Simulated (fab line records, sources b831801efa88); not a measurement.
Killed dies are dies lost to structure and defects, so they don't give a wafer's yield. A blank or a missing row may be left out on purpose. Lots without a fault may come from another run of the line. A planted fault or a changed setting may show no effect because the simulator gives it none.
fab line records | flow sky130
record lots=5 wafers=15 last_day=49
route steps=708 shown VIA2@525 METAL3@532 CAPM@537
lots that met no fault: from a run of the same line without faults
start_h: hours from the record's first day to the start of the lot's first wafer shown | wait_h: hours since the lot's step before | " the same as in the row above | L1.1+2: a row that stands for several wafers | - no value, or no start given | * or withheld: withheld | < > ~ a bound
route shown NAME@n: a module of which the file shows steps, and the number in the route of the first | usual: mean/standard deviation of fault-free wafers | same: alike in all rows | chamber/n: place in a boat | sites: the reading at each site | _std_site: their standard deviation | _edge_site: outer sites' mean less inner sites' | radius_mm: how far each site lies from the wafer's centre | mask NAME#n: copy n | behind: the tool/chamber that last shaped the wafer | hold: why the lot was held/for how many hours/how that ended | device: the transistor (n, p or np) that didn't switch | end of line: the same wafers' tests at the end of the route | a step without rows: its recipe alone | killed: dies lost to structure and defects at the first sort, not the wafer's yield | map: a wafer's dies, x killed, . not, _ none there
set.NAME: the setting as run; set.NAME@STEP: as run at that earlier step | model.NAME: the simulator's own value behind a step, which no gauge read
lots at some steps of the route; a table a step, a row a wafer
services: from which hour (start_h, from the record's first day; less than 0 if before it) a tool's chamber was out of use, for how many hours, and why
## steps
# step SKY_VIA2_CLEAN_18
# recipe chemistry=IPA time_s=180 temp_c=25
# same time_s=180
# columns lot.wafer tool chamber start_h wait_h
L078.1+3+5 wet_bench-01 3 876.12 0.0
L079.1+2+4 wet_bench-01 3 883.06 0.0
L080.3+5+6 wet_bench-01 2 901.96 0.0
L085.2+5+6 wet_bench-01 0 945.83 0.0
L092.2+3+6 wet_bench-01 1 976.98 0.0
# step SKY_VIA2_CLEAN_19
# recipe chemistry=O3/DIW dry=n2_spin
# columns lot.wafer tool chamber start_h wait_h
L078.1+3+5 wet_bench-03 3 876.17 0.0
L079.1+2+4 wet_bench-02 3 883.12 0.0
L080.3+5+6 wet_bench-02 0 902.02 0.0
L085.2+5+6 wet_bench-03 3 945.89 0.0
L092.2+3+6 wet_bench-03 3 977.04 0.0
# step SKY_VIA2_SPUTTER_20
# recipe material=TiN target_thk_nm=20 chamber_pressure_pa=5 power_w=4000 time_s=80
# usual throttle_valve_pct=30.8/0.81
# same time_s=80
# columns lot.wafer tool chamber start_h wait_h throttle_valve_pct
L078.1 pvd_sputter-04 - 876.28 0.0 30.6
L078.3 " - " " 31.0
L078.5 " - " " 30.6
L079.1 pvd_sputter-04 - 883.21 0.0 30.5
L079.2 " - " " 31.0
L079.4 " - " " 31.6
L080.3 pvd_sputter-04 - 902.11 0.0 30.7
L080.5 " - " " 30.6
L080.6 " - " " 31.8
L085.2 pvd_sputter-01 - 945.98 0.0 31.2
L085.5 " - " " 31.3
L085.6 " - " " 30.5
L092.2 pvd_sputter-01 - 977.13 0.0 30.2
L092.3 " - " " 30.5
L092.6 " - " " 30.0
# step SKY_VIA2_CVD_21
# recipe material=W target_thk_nm=420 time_s=126.4 temp_c=400 pressure_torr=40
# usual heater_power_w=845/52
# same time_s=126.4
# columns lot.wafer tool chamber start_h wait_h heater_power_w
L078.1 cvd_w-01 1 876.34 0.0 828
L078.3 " 0 " " 868
L078.5 " 0 " " 853
L079.1 cvd_w-02 1 883.27 0.0 955
L079.2 " 0 " " 798
L079.4 " 0 " " 806
L080.3 cvd_w-02 1 902.22 0.1 995
L080.5 " 1 " " 948
L080.6 " 0 " " 803
L085.2 cvd_w-01 1 946.05 0.0 814
L085.5 " 0 " " 854
L085.6 " 1 " " 805
L092.2 cvd_w-01 0 977.20 0.0 875
L092.3 " 0 " " 866
L092.6 " 0 " " 861
# step SKY_VIA2_RS_MEAS_22
# recipe thk_meas_gauge=four-point-probe reads=W_of_VIA2_CVD_21+TiN_of_VIA2_SPUTTER_20
# usual VIA2_W_RS=0.271/0.0042
# columns lot.wafer tool chamber start_h wait_h VIA2_W_RS[ohm/sq]
L078.1 film_metro-02 - 876.47 0.1 0.275
L078.3 " - " " 0.270
L078.5 " - " " 0.266
L079.1 film_metro-03 - 883.40 0.1 0.274
L079.2 " - " " 0.273
L079.4 " - " " 0.272
L080.3 film_metro-03 - 902.35 0.1 0.274
L080.5 " - " " 0.274
L080.6 " - " " 0.272
L085.2 film_metro-02 - 946.20 0.1 0.271
L085.5 " - " " 0.265
L085.6 " - " " 0.272
L092.2 film_metro-01 - 977.35 0.1 0.265
L092.3 " - " " 0.266
L092.6 " - " " 0.263
# step SKY_VIA2_THK_MEAS_23
# recipe thk_meas_gauge=xrf reads=W_of_VIA2_CVD_21
# usual VIA2_W_THK=418/6.9
# columns lot.wafer tool chamber start_h wait_h VIA2_W_THK[nm]
L078.1 film_metro-02 - 876.59 0.1 411
L078.3 " - " " 418
L078.5 " - " " 422
L079.1 film_metro-03 - 883.52 0.1 414
L079.2 " - " " 417
L079.4 " - " " 417
L080.3 film_metro-03 - 902.45 0.1 417
L080.5 " - " " 415
L080.6 " - " " 421
L085.2 film_metro-02 - 946.31 0.1 417
L085.5 " - " " 427
L085.6 " - " " 414
L092.2 film_metro-01 - 977.46 0.1 425
L092.3 " - " " 427
L092.6 " - " " 426
# step SKY_VIA2_CMP_24
# recipe stop_on=SiO2 t_overpolish_s=20 down_force_psi=3.5 platen_rpm=60 target_thk_nm=0 pad_velocity_m_s=0.94248
# usual motor_current_A=11.1/0.97 overpolish_run_s=19.999/0.0089 retaining_ring_pressure_frac=1.000/0.0046 time_to_endpoint_s=102/6.4
# columns lot.wafer tool chamber start_h wait_h motor_current_A overpolish_run_s retaining_ring_pressure_frac time_to_endpoint_s
L078.1 cmp-01 1 876.75 0.1 10.3 19.996 1.004 90
L078.3 " 2 " " 10.9 20.012 0.997 104
L078.5 " 0 " " 11.6 19.999 1.001 101
L079.4 cmp-01 2 883.58 0.0 11.4 20.011 0.999 105
L079.1 " 3 " " 10.4 20.007 0.992 104
L079.2 " 0 " " 10.8 19.999 1.004 93
L080.3 cmp-01 0 902.54 0.1 11.7 20.000 1.000 96
L080.5 " 3 " " 10.3 19.989 0.998 103
L080.6 " 0 " " 11.7 19.999 1.001 96
L085.2 cmp-01 3 946.46 0.1 10.9 20.011 0.997 108
L085.5 " 1 " " 10.4 20.012 0.995 91
L085.6 " 2 " " 10.9 20.009 1.001 105
L092.2 cmp-02 2 977.61 0.1 9.0 19.993 0.995 92
L092.3 " 3 " " 13.7 19.991 0.996 108
L092.6 " 0 " " 11.2 19.987 0.990 103
# step SKY_METAL3_SPUTTER_00
# recipe material=Ti target_thk_nm=15 power_w=3000 time_s=10 chamber_pressure_pa=0.4
# usual throttle_valve_pct=30.7/0.69
# same time_s=10
# columns lot.wafer tool chamber start_h wait_h throttle_valve_pct
L078.1 pvd_sputter-02 - 876.95 0.1 30.8
L078.3 " - " " 31.6
L078.5 " - " " 31.4
L079.1 pvd_sputter-03 - 883.88 0.2 31.6
L079.2 " - " " 29.8
L079.4 " - " " 29.3
L080.3 pvd_sputter-03 - 902.79 0.2 31.7
L080.5 " - " " 31.7
L080.6 " - " " 30.7
L085.2 pvd_sputter-02 - 946.66 0.1 31.0
L085.5 " - " " 31.1
L085.6 " - " " 30.8
L092.2 pvd_sputter-03 - 977.81 0.1 29.6
L092.3 " - " " 29.2
L092.6 " - " " 29.2
# step SKY_METAL3_SPUTTER_01
# recipe material=TiN target_thk_nm=20 power_w=6500 time_s=16.7 chamber_pressure_pa=0.4
# usual throttle_valve_pct=30.7/0.71
# same time_s=16.7
# columns lot.wafer tool chamber start_h wait_h throttle_valve_pct
L078.1 pvd_sputter-02 - 876.98 0.0 30.9
L078.3 " - " " 31.5
L078.5 " - " " 31.4
L079.1 pvd_sputter-03 - 883.90 0.0 31.8
L079.2 " - " " 29.7
L079.4 " - " " 28.9
L080.3 pvd_sputter-03 - 902.81 0.0 31.8
L080.5 " - " " 31.3
L080.6 " - " " 31.1
L085.2 pvd_sputter-02 - 946.68 0.0 30.9
L085.5 " - " " 31.0
L085.6 " - " " 31.1
L092.2 pvd_sputter-03 - 977.83 0.0 29.6
L092.3 " - " " 29.3
L092.6 " - " " 29.0
# step SKY_METAL3_SPUTTER_02
# recipe material=AlCu target_thk_nm=735 power_w=10600 time_s=39.1 chamber_pressure_pa=0.4
# usual throttle_valve_pct=30.7/0.69
# same time_s=39.1
# columns lot.wafer tool chamber start_h wait_h throttle_valve_pct
L078.1 pvd_sputter-02 - 877.00 0.0 30.8
L078.3 " - " " 31.4
L078.5 " - " " 31.2
L079.1 pvd_sputter-03 - 883.93 0.0 31.8
L079.2 " - " " 29.9
L079.4 " - " " 29.3
L080.3 pvd_sputter-03 - 902.83 0.0 31.7
L080.5 " - " " 32.0
L080.6 " - " " 30.8
L085.2 pvd_sputter-02 - 946.70 0.0 30.8
L085.5 " - " " 31.0
L085.6 " - " " 30.5
L092.2 pvd_sputter-03 - 977.85 0.0 29.8
L092.3 " - " " 29.2
L092.6 " - " " 28.8
# step SKY_METAL3_SPUTTER_03
# recipe material=Ti target_thk_nm=5 power_w=3000 time_s=3.3 chamber_pressure_pa=0.4125
# usual throttle_valve_pct=30.7/0.7
# same time_s=3.3
# columns lot.wafer tool chamber start_h wait_h throttle_valve_pct
L078.1 pvd_sputter-02 - 877.04 0.0 30.9
L078.3 " - " " 31.7
L078.5 " - " " 31.7
L079.1 pvd_sputter-03 - 883.97 0.0 31.6
L079.2 " - " " 29.5
L079.4 " - " " 29.3
L080.3 pvd_sputter-03 - 902.87 0.0 31.6
L080.5 " - " " 31.6
L080.6 " - " " 30.9
L085.2 pvd_sputter-02 - 946.74 0.0 30.8
L085.5 " - " " 31.1
L085.6 " - " " 30.8
L092.2 pvd_sputter-03 - 977.89 0.0 29.8
L092.3 " - " " 29.2
L092.6 " - " " 29.1
# step SKY_METAL3_SPUTTER_04
# recipe material=TiN target_thk_nm=70 power_w=6500 time_s=58.3 chamber_pressure_pa=0.4
# usual throttle_valve_pct=30.7/0.72
# same time_s=58.3
# columns lot.wafer tool chamber start_h wait_h throttle_valve_pct
L078.1 pvd_sputter-02 - 877.06 0.0 30.7
L078.3 " - " " 31.5
L078.5 " - " " 31.3
L079.1 pvd_sputter-03 - 883.99 0.0 31.5
L079.2 " - " " 29.5
L079.4 " - " " 29.0
L080.3 pvd_sputter-03 - 902.89 0.0 31.7
L080.5 " - " " 32.0
L080.6 " - " " 31.0
L085.2 pvd_sputter-02 - 946.76 0.0 30.9
L085.5 " - " " 30.7
L085.6 " - " " 31.0
L092.2 pvd_sputter-03 - 977.91 0.0 30.0
L092.3 " - " " 29.1
L092.6 " - " " 29.2
# step SKY_CAPM_CVD_00
# recipe material=SiO2 target_thk_nm=15.5 temp_c=400 time_s=withheld rf_w=450
# usual heater_power_w=758/100
# columns lot.wafer tool chamber start_h wait_h heater_power_w
L078.1 pecvd-02 2 877.11 0.0 563
L078.3 " 0 " " 692
L078.5 " 1 " " 756
L079.1 pecvd-02 1 884.03 0.0 745
L079.2 " 0 " " 710
L079.4 " 2 " " 526
L080.3 pecvd-04 1 902.94 0.0 882
L080.5 " 2 " " 684
L080.6 " 0 " " 733
L085.2 pecvd-04 1 946.81 0.0 852
L085.5 " 0 " " 753
L085.6 " 1 " " 843
L092.2 pecvd-03 0 977.96 0.0 860
L092.3 " 1 " " 866
L092.6 " 1 " " 856
# step SKY_CAPM_THK_MEAS_01
# recipe reads=SiO2_of_CAPM_CVD_00
# usual CAPM_CVD_00_THK=15.46/0.29
# columns lot.wafer tool chamber start_h wait_h CAPM_CVD_00_THK[nm]
L078.1 film_metro-04 - 877.13 - 15.18
L078.3 " - " " 15.29
L078.5 " - " " 15.63
L079.1 film_metro-04 - 884.06 - 15.64
L079.2 " - " " 15.47
L079.4 " - " " 15.70
L080.3 film_metro-01 - 902.98 - 15.06
L080.5 " - " " 15.27
L080.6 " - " " 15.52
L085.2 film_metro-04 - 946.84 - 15.56
L085.5 " - " " 15.79
L085.6 " - " " 15.23
L092.2 film_metro-01 - 977.99 - 15.66
L092.3 " - " " 15.16
L092.6 " - " " 15.33
# step SKY_CAPM_SPUTTER_02
# recipe material=TiN target_thk_nm=200 temp_c=300 power_w=6500 time_s=172.5 chamber_pressure_pa=0.4
# usual throttle_valve_pct=31.0/0.56
# same time_s=172.5
# columns lot.wafer tool chamber start_h wait_h throttle_valve_pct
L078.1 pvd_sputter-04 - 877.19 0.1 30.4
L078.3 " - " " 31.1
L078.5 " - " " 31.8
L079.1 pvd_sputter-01 - 884.12 0.1 30.4
L079.2 " - " " 30.5
L079.4 " - " " 31.3
L080.3 pvd_sputter-01 - 903.02 0.0 31.5
L080.5 " - " " 30.4
L080.6 " - " " 29.9
L085.2 pvd_sputter-04 - 946.89 0.0 30.5
L085.5 " - " " 30.7
L085.6 " - " " 31.6
L092.2 pvd_sputter-01 - 978.04 0.0 30.4
L092.3 " - " " 30.0
L092.6 " - " " 31.3
# step SKY_CAPM_RS_MEAS_03
# recipe thk_meas_gauge=four-point-probe reads=TiN_of_CAPM_SPUTTER_02
# usual CAPM_TIN_RS=6.67/0.08
# columns lot.wafer tool chamber start_h wait_h CAPM_TIN_RS[ohm/sq]
L078.1 film_metro-02 - 877.30 0.1 6.69
L078.3 " - " " 6.74
L078.5 " - " " 6.68
L079.1 film_metro-01 - 884.23 0.1 6.73
L079.2 " - " " 6.81
L079.4 " - " " 6.80
L080.3 film_metro-02 - 903.17 0.1 6.77
L080.5 " - " " 6.70
L080.6 " - " " 6.58
L085.2 film_metro-01 - 947.02 0.1 6.77
L085.5 " - " " 6.70
L085.6 " - " " 6.59
L092.2 film_metro-02 - 978.17 0.1 6.62
L092.3 " - " " 6.70
L092.6 " - " " 6.79
# step SKY_CAPM_THK_MEAS_04
# recipe thk_meas_gauge=xrf reads=TiN_of_CAPM_SPUTTER_02
# usual CAPM_TIN_THK=207.6/2.6
# columns lot.wafer tool chamber start_h wait_h CAPM_TIN_THK[nm]
L078.1 film_metro-02 - 877.42 0.1 206.5
L078.3 " - " " 206.2
L078.5 " - " " 208.2
L079.1 film_metro-01 - 884.35 0.1 206.4
L079.2 " - " " 203.8
L079.4 " - " " 203.1
L080.3 film_metro-02 - 903.27 0.1 206.4
L080.5 " - " " 206.8
L080.6 " - " " 210.3
L085.2 film_metro-01 - 947.13 0.1 205.3
L085.5 " - " " 206.3
L085.6 " - " " 209.9
L092.2 film_metro-02 - 978.28 0.1 207.3
L092.3 " - " " 204.7
L092.6 " - " " 202.7
# step SKY_CAPM_DEHYDRATE_05
# recipe temp_c=200 time_s=60
# same time_s=60
# columns lot.wafer tool chamber start_h wait_h
L078.1+3+5 litho_track-04 0 890.17 12.7
L079.1+2+4 litho_track-03 0 896.79 12.4
L080.3+5+6 litho_track-04 0 915.42 12.1
L085.2+5+6 litho_track-04 0 958.49 11.4
L092.2+3+6 litho_track-02 0 989.56 11.3
# step SKY_CAPM_HMDS_06
# recipe prime_time_s=60 prime_temp_c=120
# columns lot.wafer tool chamber start_h wait_h
L078.1+3+5 litho_track-04 0 890.32 0.1
L079.1+2+4 litho_track-03 0 896.94 0.1
L080.3+5+6 litho_track-04 0 915.57 0.1
L085.2+5+6 litho_track-04 0 958.64 0.1
L092.2+3+6 litho_track-02 0 989.71 0.1
# step SKY_CAPM_COAT_07
# recipe resist=NOVOLAK spin_rpm=3000 resist_thk_nm=1140
# columns lot.wafer tool chamber start_h wait_h
L078.1+3+5 litho_track-04 0 890.47 0.1
L079.1+2+4 litho_track-03 0 897.09 0.1
L080.3+5+6 litho_track-04 0 915.72 0.1
L085.2+5+6 litho_track-04 0 958.79 0.1
L092.2+3+6 litho_track-02 0 989.86 0.1
# step SKY_CAPM_SOFTBAKE_08
# recipe temp_c=90 time_s=60 resist=NOVOLAK
# same time_s=60
# columns lot.wafer tool chamber start_h wait_h
L078.1+3+5 litho_track-04 0 890.62 0.1
L079.1+2+4 litho_track-03 0 897.24 0.1
L080.3+5+6 litho_track-04 0 915.87 0.1
L085.2+5+6 litho_track-04 0 958.94 0.1
L092.2+3+6 litho_track-02 0 990.01 0.1
# step SKY_CAPM_EXPOSE_09
# recipe mask_id=CAPM na=0.6 source_shape=conventional sigma_outer=0.6 polarization=unpolarized target_cd_nm=1000 dose_mj=159
# same sigma_outer=0.6
# columns lot.wafer tool chamber start_h wait_h mask
L078.1+3+5 iline_stepper-01 0 - - CAPM#0
L079.1+2+4 iline_stepper-02 0 - - CAPM#0
L080.3+5+6 iline_stepper-01 0 - - CAPM#0
L085.2+5+6 iline_stepper-02 0 - - CAPM#0
L092.2+3+6 iline_stepper-01 0 - - CAPM#0
# step SKY_CAPM_PEB_10
# recipe temp_c=withheld time_s=* resist=NOVOLAK
# same time_s=*
# columns lot.wafer tool chamber start_h wait_h
L078.1+3+5 litho_track-04 0 - -
L079.1+2+4 litho_track-02 0 - -
L080.3+5+6 litho_track-04 0 - -
L085.2+5+6 litho_track-04 0 - -
L092.2+3+6 litho_track-03 0 - -
# step SKY_CAPM_DEVELOP_11
# recipe resist=NOVOLAK developer=TMAH develop_time_s=60 dev_temp_c=23
# columns lot.wafer tool chamber start_h wait_h
L078.1+3+5 litho_track-04 0 902.52 0.1
L079.1+2+4 litho_track-02 0 909.18 0.1
L080.3+5+6 litho_track-04 0 927.52 0.1
L085.2+5+6 litho_track-04 0 971.24 0.1
L092.2+3+6 litho_track-03 0 1001.06 0.1
# step SKY_CAPM_OVL_MEAS_12
# usual CAPM_OVL=0.6/1.4
# columns lot.wafer tool chamber start_h wait_h CAPM_OVL[nm]
L078.1 overlay-02 - 902.67 0.1 0.6
L078.3 " - " " -0.3
L078.5 " - " " -2.4
L079.1 overlay-02 - 909.33 0.1 -0.6
L079.2 " - " " -0.2
L079.4 " - " " -0.3
L080.3 overlay-02 - 927.63 0.1 -1.5
L080.5 " - " " -1.3
L080.6 " - " " -0.8
L085.2 overlay-02 - 971.37 0.1 0.2
L085.5 " - " " 1.1
L085.6 " - " " 1.3
L092.2 overlay-02 - 1001.20 0.1 1.8
L092.3 " - " " 0.5
L092.6 " - " " 0.3
# step SKY_CAPM_METAL_ETCH_13
# recipe target_depth_nm=220 stop_on=SiO2 chemistry=Cl2/BCl3 target=TiN pressure_mtorr=10 icp_w=900 bias_w=48.5 Cl2_flow_sccm=60 bcl3_flow_sccm=30 time_s=62.9
# usual drypump_motor_current_A=6.1/0.33 oes_product_au=0.960/0.0073 throttle_valve_pct=21.891/0.0099
# same time_s=62.9
# columns lot.wafer tool chamber start_h wait_h drypump_motor_current_A oes_product_au rf_hours_counter_h throttle_valve_pct
L078.1 rie_metal-01 0 902.70 0.0 5.6 0.959 2 21.898
L078.3 " 1 " " 6.3 0.953 - 21.894
L078.5 " 1 " " 6.2 0.953 - 21.903
L079.1 rie_metal-04 0 909.37 0.0 6.1 0.951 6 21.896
L079.2 " 1 " " 6.5 0.951 12 21.878
L079.4 " 0 " " 6.1 0.944 - 21.902
L080.3 rie_metal-01 1 927.68 0.0 6.3 0.960 - 21.896
L080.5 " 0 " " 5.6 0.959 - 21.894
L080.6 " 1 " " 6.2 0.959 - 21.889
L085.2 rie_metal-01 1 971.40 0.0 6.3 0.952 13 21.893
L085.5 " 1 " " 6.3 0.959 - 21.894
L085.6 " 0 " " 5.6 0.962 - 21.903
L092.2 rie_metal-03 1 1001.23 0.0 6.1 0.962 16 21.889
L092.3 " 1 " " 6.1 0.957 - 21.898
L092.6 " 1 " " 6.1 0.953 - 21.906
# step SKY_CAPM_STRIP_14
# recipe chemistry=O2/N2 power_w=1400 pressure_mtorr=1500 platen_temp_c=withheld o2_flow_sccm=3000 n2_flow_sccm=300 overash_fraction=0.5
# usual drypump_motor_current_A=5.55/0.27 oes_product_au=0.710/0.0045 strip_time_to_endpoint_s=12.66/0.056
# same overash_fraction=0.5
# columns lot.wafer tool chamber start_h wait_h drypump_motor_current_A oes_product_au rf_hours_counter_h strip_time_to_endpoint_s
L078.1 plasma_asher-01 0 902.78 0.1 5.97 0.713 78 12.66
L078.3 " 1 " " 5.43 0.706 - 12.72
L078.5 " 1 " " 5.45 0.706 - 12.66
L079.1 plasma_asher-03 1 909.44 0.1 5.16 0.713 45 12.61
L079.2 " 0 " " 5.61 0.709 45 12.61
L079.4 " 0 " " 5.63 0.703 - 12.63
L080.3 plasma_asher-02 1 927.76 0.1 5.48 0.702 - 12.69
L080.5 " 0 " " 5.71 0.708 - 12.69
L080.6 " 1 " " 5.47 0.711 - 12.68
L085.2 plasma_asher-02 0 971.48 0.1 5.72 0.715 118 12.68
L085.5 " 0 " " 5.72 0.705 - 12.68
L085.6 " 1 " " 5.46 0.708 - 12.77
L092.2 plasma_asher-03 0 1001.30 0.1 5.66 0.717 56 12.64
L092.3 " 1 " " 5.16 0.711 - 12.63
L092.6 " 1 " " 5.15 0.708 - 12.60
# step SKY_CAPM_STRIP_15
# recipe chemistry=post_etch_residue_remover time_s=1200 temp_c=72.5
# same time_s=1200
# columns lot.wafer tool chamber start_h wait_h
L078.1+3+5 wet_bench-01 2 902.88 0.1
L079.1+2+4 wet_bench-01 2 909.54 0.1
L080.3+5+6 wet_bench-01 2 927.83 0.0
L085.2+5+6 wet_bench-01 3 971.58 0.1
L092.2+3+6 wet_bench-01 3 1001.40 0.1
# step SKY_CAPM_CLEAN_16
# recipe chemistry=IPA time_s=180 temp_c=25
# same time_s=180
# columns lot.wafer tool chamber start_h wait_h
L078.1+3+5 wet_bench-02 3 903.25 0.0
L079.1+2+4 wet_bench-04 1 909.89 0.0
L080.3+5+6 wet_bench-04 1 928.24 0.0
L085.2+5+6 wet_bench-04 2 971.92 0.0
L092.2+3+6 wet_bench-04 0 1001.75 0.0
# step SKY_CAPM_CLEAN_17
# recipe chemistry=O3/DIW dry=n2_spin
# columns lot.wafer tool chamber start_h wait_h
L078.1+3+5 wet_bench-04 0 903.31 0.0
L079.1+2+4 wet_bench-02 1 909.94 0.0
L080.3+5+6 wet_bench-01 3 928.30 0.0
L085.2+5+6 wet_bench-02 2 971.98 0.0
L092.2+3+6 wet_bench-01 1 1001.80 0.0
# step SKY_METAL3_DEHYDRATE_05
# recipe temp_c=200 time_s=60
# same time_s=60
# columns lot.wafer tool chamber start_h wait_h
L078.1+3+5 litho_track-03 0 915.84 12.4
L079.1+2+4 litho_track-03 0 922.04 12.0
L080.3+5+6 litho_track-01 0 940.06 11.7
L085.2+5+6 litho_track-03 0 983.56 11.5
L092.2+3+6 litho_track-04 0 1012.99 11.1
# step SKY_METAL3_HMDS_06
# recipe prime_time_s=60 prime_temp_c=120
# columns lot.wafer tool chamber start_h wait_h
L078.1+3+5 litho_track-03 0 915.99 0.1
L079.1+2+4 litho_track-03 0 922.19 0.1
L080.3+5+6 litho_track-01 0 940.21 0.1
L085.2+5+6 litho_track-03 0 983.71 0.1
L092.2+3+6 litho_track-04 0 1013.14 0.1
# step SKY_METAL3_COAT_07
# recipe resist=BARC temp_c=withheld time_s=withheld spin_rpm=3000 resist_thk_nm=60
# columns lot.wafer tool chamber start_h wait_h
L078.1+3+5 litho_track-03 0 916.14 0.1
L079.1+2+4 litho_track-03 0 922.34 0.1
L080.3+5+6 litho_track-01 0 940.36 0.1
L085.2+5+6 litho_track-03 0 983.86 0.1
L092.2+3+6 litho_track-04 0 1013.29 0.1
# step SKY_METAL3_COAT_08
# recipe resist=KrF-thick spin_rpm=3000 resist_thk_nm=1140
# columns lot.wafer tool chamber start_h wait_h
L078.1+3+5 litho_track-03 0 - -
L079.1+2+4 litho_track-03 0 - -
L080.3+5+6 litho_track-01 0 - -
L085.2+5+6 litho_track-03 0 - -
L092.2+3+6 litho_track-04 0 - -
# step SKY_METAL3_SOFTBAKE_09
# recipe temp_c=100 time_s=90 resist=KrF-thick
# same time_s=90
# columns lot.wafer tool chamber start_h wait_h
L078.1+3+5 litho_track-03 0 - -
L079.1+2+4 litho_track-03 0 - -
L080.3+5+6 litho_track-01 0 - -
L085.2+5+6 litho_track-03 0 - -
L092.2+3+6 litho_track-04 0 - -
# step SKY_METAL3_EXPOSE_10
# recipe mask_id=MM3 na=0.68 source_shape=annular sigma_inner=0.4 sigma_outer=0.8 target_cd_nm=300 dose_mj=28
# same sigma_outer=0.8
# columns lot.wafer tool chamber start_h wait_h mask
L078.1+3+5 krf_scanner-02 0 - - MM3#0
L079.1+2+4 krf_scanner-02 0 - - MM3#0
L080.3+5+6 krf_scanner-02 0 - - MM3#0
L085.2+5+6 krf_scanner-01 0 - - MM3#0
L092.2+3+6 krf_scanner-01 0 - - MM3#0
# step SKY_METAL3_PEB_11
# recipe peb_temp_c=withheld peb_time_s=withheld resist=KrF-thick
# columns lot.wafer tool chamber start_h wait_h
L078.1+3+5 litho_track-04 0 - -
L079.1+2+4 litho_track-04 0 - -
L080.3+5+6 litho_track-01 0 - -
L085.2+5+6 litho_track-04 0 - -
L092.2+3+6 litho_track-01 0 - -
# step SKY_METAL3_DEVELOP_12
# recipe develop_time_s=60 resist=KrF-thick dev_temp_c=21
# columns lot.wafer tool chamber start_h wait_h
L078.1+3+5 litho_track-04 0 - -
L079.1+2+4 litho_track-04 0 - -
L080.3+5+6 litho_track-01 0 - -
L085.2+5+6 litho_track-04 0 - -
L092.2+3+6 litho_track-01 0 - -
# step SKY_METAL3_CD_MEAS_13
# recipe target_cd_nm=300
# usual cd_nm=300.2/1.7
# columns lot.wafer tool chamber start_h wait_h cd_nm
L078.1 cd_sem-02 - 927.97 - 301.6
L078.3 " - " " 300.8
L078.5 " - " " 300.7
L079.1 cd_sem-02 - 934.52 - 297.3
L079.2 " - " " 298.4
L079.4 " - " " 300.0
L080.3 cd_sem-01 - 952.75 - 301.4
L080.5 " - " " 301.6
L080.6 " - " " 301.6
L085.2 cd_sem-02 - 995.89 - 299.3
L085.5 " - " " 299.9
L085.6 " - " " 298.9
L092.2 cd_sem-01 - 1024.88 - 297.9
L092.3 " - " " 297.3
L092.6 " - " " 299.1
# step SKY_METAL3_OVL_MEAS_14
# usual METAL3_OVL=0/5.6
# columns lot.wafer tool chamber start_h wait_h METAL3_OVL[nm]
L078.1 overlay-01 - 928.09 0.1 -6
L078.3 " - " " -3
L078.5 " - " " -6
L079.1 overlay-01 - 934.64 0.1 0
L079.2 " - " " 2
L079.4 " - " " -4
L080.3 overlay-02 - 952.85 0.1 -2
L080.5 " - " " 3
L080.6 " - " " -4
L085.2 overlay-02 - 995.99 0.1 7
L085.5 " - " " 9
L085.6 " - " " 5
L092.2 overlay-02 - 1024.98 0.1 -7
L092.3 " - " " -5
L092.6 " - " " -4
# step SKY_METAL3_DESCUM_15
# recipe chemistry=O2 source_power_w=150 bias_power_w=0 pressure_mtorr=10 temp_c=40 time_s=8
# usual drypump_motor_current_A=5.99/0.27 oes_product_au=1.004/0.022
# same time_s=8
# columns lot.wafer tool chamber start_h wait_h drypump_motor_current_A oes_product_au rf_hours_counter_h
L078.1 rie_metal-02 0 928.12 0.0 6.16 1.018 16
L078.3 " 1 " " 6.05 0.997 -
L078.5 " 1 " " 6.07 1.003 -
L079.1 rie_metal-01 0 934.67 0.0 5.61 0.978 3
L079.2 " 1 " " 6.27 0.972 11
L079.4 " 1 " " 6.24 0.971 -
L080.3 rie_metal-02 1 952.88 0.0 6.05 1.013 -
L080.5 " 1 " " 6.03 1.007 -
L080.6 " 0 " " 6.16 1.016 -
L085.2 rie_metal-01 1 996.03 0.0 6.26 0.981 -
L085.5 " 1 " " 6.24 0.981 -
L085.6 " 1 " " 6.24 0.974 -
L092.2 rie_metal-03 1 1025.01 0.0 6.10 1.011 17
L092.3 " 1 " " 6.10 1.010 -
L092.6 " 0 " " 5.56 1.012 -
# step SKY_METAL3_ETCH_16
# recipe chemistry=N2/H2 target=BARC ion_energy_ev=200 bias_w=100 pressure_mtorr=30 n2_flow_sccm=100 h2_flow_sccm=200 icp_w=500 stop_on=SiO2 time_s=88.2 target_depth_a=600
# usual drypump_motor_current_A=6.00/0.27 oes_product_au=0.625/0.0043 throttle_valve_pct=13.204/0.0094
# same time_s=88.2
# columns lot.wafer tool chamber start_h wait_h drypump_motor_current_A oes_product_au rf_hours_counter_h throttle_valve_pct
L078.1 rie_metal-02 0 928.15 0.0 6.22 0.631 16 13.198
L078.3 " 1 " " 6.05 0.625 - 13.218
L078.5 " 1 " " 6.05 0.622 - 13.209
L079.1 rie_metal-01 0 934.70 0.0 5.61 0.628 3 13.211
L079.2 " 1 " " 6.26 0.625 11 13.199
L079.4 " 1 " " 6.27 0.620 - 13.205
L080.3 rie_metal-02 1 952.94 0.0 6.06 0.625 - 13.196
L080.5 " 1 " " 6.07 0.634 - 13.209
L080.6 " 0 " " 6.17 0.627 - 13.196
L085.2 rie_metal-01 1 996.12 0.1 6.26 0.622 - 13.203
L085.5 " 1 " " 6.21 0.619 - 13.203
L085.6 " 1 " " 6.25 0.625 - 13.217
L092.2 rie_metal-03 1 1025.04 0.0 6.12 0.626 17 13.200
L092.3 " 1 " " 6.14 0.628 - 13.204
L092.6 " 0 " " 5.57 0.621 - 13.206
## services
# columns tool chamber start_h hours kind
krf_scanner-02 - 853.37 1.3 pm
cmp-01 - 860.29 2.5 repair
krf_scanner-02 - 862.48 1.0 pm
rie_metal-03 - 870.45 0.9 repair
cmp-01 - 872.59 1.9 repair
wet_bench-04 - 874.46 1.8 repair
krf_scanner-02 - 875.12 0.5 repair
iline_stepper-01 - 879.79 8.9 pm
krf_scanner-02 - 886.92 20.2 repair
pvd_sputter-01 - 888.99 3.3 repair
wet_bench-01 - 894.52 1.5 repair
pvd_sputter-01 - 899.16 1.0 repair
krf_scanner-02 - 902.70 0.7 repair
pvd_sputter-02 - 903.46 4.9 repair
cmp-01 - 912.02 4.0 pm
pvd_sputter-02 - 912.67 2.7 repair
cvd_w-01 - 930.97 2.8 pm
rie_metal-03 1 945.81 4.9 repair
pvd_sputter-02 - 953.53 2.9 repair
krf_scanner-02 - 970.77 0.8 pm
krf_scanner-02 - 977.25 1.3 repair
rie_metal-01 0 986.46 10.5 repair
pvd_sputter-03 - 996.24 3.9 repair
pvd_sputter-01 - 1016.29 9.8 repair
## key
fault none
